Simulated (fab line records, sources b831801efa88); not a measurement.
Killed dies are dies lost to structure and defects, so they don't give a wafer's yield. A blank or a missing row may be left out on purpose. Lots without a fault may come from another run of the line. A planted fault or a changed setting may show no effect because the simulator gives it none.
Which tool did it? | flow gf180mcu | 7 lots, 21 wafers sampled, at 2 steps of a route of 602

WHAT THE GAUGES READ, wafer by wafer
GF_M3_RS_MEAS_05: measures by four-point-probe.
lot  | measured     | on            | M3_ALCU_RS (ohm/sq)
L421 | day 20 18:22 | film_metro-03 | 0.0711 0.0717 0.0715
L423 | day 21 18:34 | film_metro-02 | 0.0693 0.0693 0.0699
L427 | day 23 09:53 | film_metro-01 | 0.0701 0.0686 0.0704
L430 | day 24 09:52 | film_metro-01 | 0.0689 0.0698 0.0688
L432 | day 25 07:03 | film_metro-03 | 0.0689 0.0704 0.0703
L440 | day 27 11:32 | film_metro-01 | 0.0699 0.0698 0.0701
L442 | day 28 00:38 | film_metro-02 | 0.0705 0.0706 0.0707

WHICH TOOL RAN EACH LOT (tool, then ch and the chambers of the sampled wafers, then the start)
lot  | GF_M3_SPUTTER_00
L421 | pvd_sputter-03, day 20 18:08
L423 | pvd_sputter-04, day 21 18:18
L427 | pvd_sputter-04, day 23 09:40
L430 | pvd_sputter-04, day 24 09:37
L432 | pvd_sputter-03, day 25 06:50
L440 | pvd_sputter-03, day 27 11:19
L442 | pvd_sputter-03, day 28 00:25
- GF_M3_SPUTTER_00: material Ti, target thk 37.5 nm, time 150 s.

THE ANSWER, worked out from the rows above alone
Rule: what is usual is taken from the lots themselves. Put in order of their means at a reading, lots are off if they are a third of the lots or fewer, leave a main group of 4 or more, and stand apart from it by a gap of 3 or more times the standard deviation of the main group's means; of several such gaps the widest counts. A main group whose means are all the same, to the digits that the tables above print for the reading, isn't used. A lot without any number at a reading at which 4 lots or more have one is off too. The other lots that the step has rows for count as sound.
No lot is off at any reading shown: from this, nothing can be told.

WHAT THE SIMULATOR HAD PUT IN
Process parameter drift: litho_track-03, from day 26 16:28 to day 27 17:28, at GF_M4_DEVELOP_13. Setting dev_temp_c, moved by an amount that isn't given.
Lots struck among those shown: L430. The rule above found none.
